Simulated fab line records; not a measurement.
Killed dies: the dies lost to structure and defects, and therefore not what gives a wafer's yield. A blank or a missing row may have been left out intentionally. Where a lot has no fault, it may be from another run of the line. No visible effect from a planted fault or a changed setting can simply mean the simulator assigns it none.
Comparing a struck lot with a sound one    flow sfqLine    14 steps out of a route of 325
Sound: the wafers L602.1, L602.5, L602.6. Struck: wafers L608.1, L608.4, L608.6. The cause comes at the end.
Order at every step that has rows: each side's tool, ch and its chambers, its first start. Under that, the readings that differ: sound wafers    struck wafers    difference of the means    sigmas: that difference in standard deviations of wafers without a fault.
alike: same words and numbers on both sides, and readings whose means sit less than 2 such deviations apart. not compared: any withheld reading, any reading some wafer has no value for, any bound like >300 that may hide the same value, and any number with overlapping values for which the record gives no deviation.
Wherever a step has rows on one side only, a row that says differs or no value, or a row with sigmas, the two part there. Numbers that don't overlap but have no deviation are shown without sigmas and don't part them. A reading that every wafer of one side lacks parts them only if that side has two wafers or more.

SFQ_M6_OVL_MEAS_940:
  struck on overlay-01, day 78 09:41; sound on overlay-01, day 77 21:41
  alike: M6_OVL
SFQ_TRILAYER_M6_BARC_OPEN_METAL_ETCH_206: etches BARC in O2, target depth 125 nm, time 41.7 s.
  sound on rieMetal-03 ch 0,1, day 77 21:43; struck on rieMetal-03 ch 0,1, day 78 09:43
  alike: chamberPressureMTorr, drypumpMotorCurrentA, oesProductAu
  not compared: rfHoursCounterH
SFQ_TRILAYER_M6_ETCH_METAL_ETCH_162: etches Nb in Cl2/Ar, stops on SiO2, target depth 240 nm, time 120 s.
  sound on rieMetal-03 ch 0,1, day 77 21:47; struck on rieMetal-03 ch 0,1, day 78 09:47
reading              sound              struck             difference  sigmas
oesProductAu (a.u.)  0.882 0.886 0.890  0.912 0.907 0.906  +0.022      +3
  alike: chamberPressureMTorr, drypumpMotorCurrentA
  not compared: rfHoursCounterH
SFQ_TRILAYER_M6_STRIP_STRIP_163: strips in O2.
  sound on rieMetal-03 ch 0,1, day 77 21:55; struck on rieMetal-03 ch 0,1, day 78 09:55
  alike: chamberPressureMTorr, drypumpMotorCurrentA, oesProductAu
  not compared: rfHoursCounterH
then, 1 step without rows for these wafers: SFQ_TRILAYER_M6_STRIP_SOLV_CLEAN_164 (cleans in NMP, time 600 s).
SFQ_TRILAYER_I6_DEP_PECVD_165: deposits SiO2 from SiH4/N2O, time 111.11 s, target thk 500 nm.
  sound on pecvd-04 ch 0,1,2, day 77 22:42; struck on pecvd-04 ch 0,1,2, day 78 10:42
  alike: heaterPowerW, throttleValvePct
SFQ_TRILAYER_I6_CMP_CMP_166: polishes SiO2.
  sound on cmp-02 ch 2,3, day 78 00:52; struck on cmp-01 ch 0,1, day 78 13:52
  alike: motorCurrentA, platenRpm, slurryFilterDpKPa, timeToEndpointS
SFQ_I6_BOW_MEAS_941:
  struck on filmMetro-03, day 78 16:22; sound on filmMetro-03, day 78 03:22
  alike: I6_BOW
then, 4 steps without rows for these wafers: SFQ_TRILAYER_I6_METRO_MEASURE_167; SFQ_TRILAYER_I6_VIA_LITHO_COAT_174 (resist thk 62 nm); SFQ_TRILAYER_I6_VIA_LITHO_COAT_169 (resist thk 650 nm); SFQ_TRILAYER_I6_VIA_LITHO_SOFTBAKE_173.
-- the record jumps here: 4 days lie between the struck wafers' starts before and after --
SFQ_TRILAYER_I6_VIA_LITHO_EXPOSE_170: exposes mask I6, target cd 700 nm.
  sound on krfScanner-02 ch 0, day 78 13:52; struck on krfScanner-01, day 82 15:30
  no value came back on the struck wafers for exposureDoseMJCm2, focusOffsetNm (nm), sigmaOuter, stageVelMmS (mm/s); on the sound wafers exposureDoseMJCm2 reads 21.298 21.326 21.299
  alike: mask
then, 1 step without rows for these wafers: SFQ_TRILAYER_I6_VIA_LITHO_PEB_172 (peb time 60 s).

## WHERE THEY PART
First at SFQ_TRILAYER_M6_ETCH_METAL_ETCH_162; last, within this record, at SFQ_TRILAYER_I6_VIA_LITHO_EXPOSE_170.

WHY: the cause the simulator had injected
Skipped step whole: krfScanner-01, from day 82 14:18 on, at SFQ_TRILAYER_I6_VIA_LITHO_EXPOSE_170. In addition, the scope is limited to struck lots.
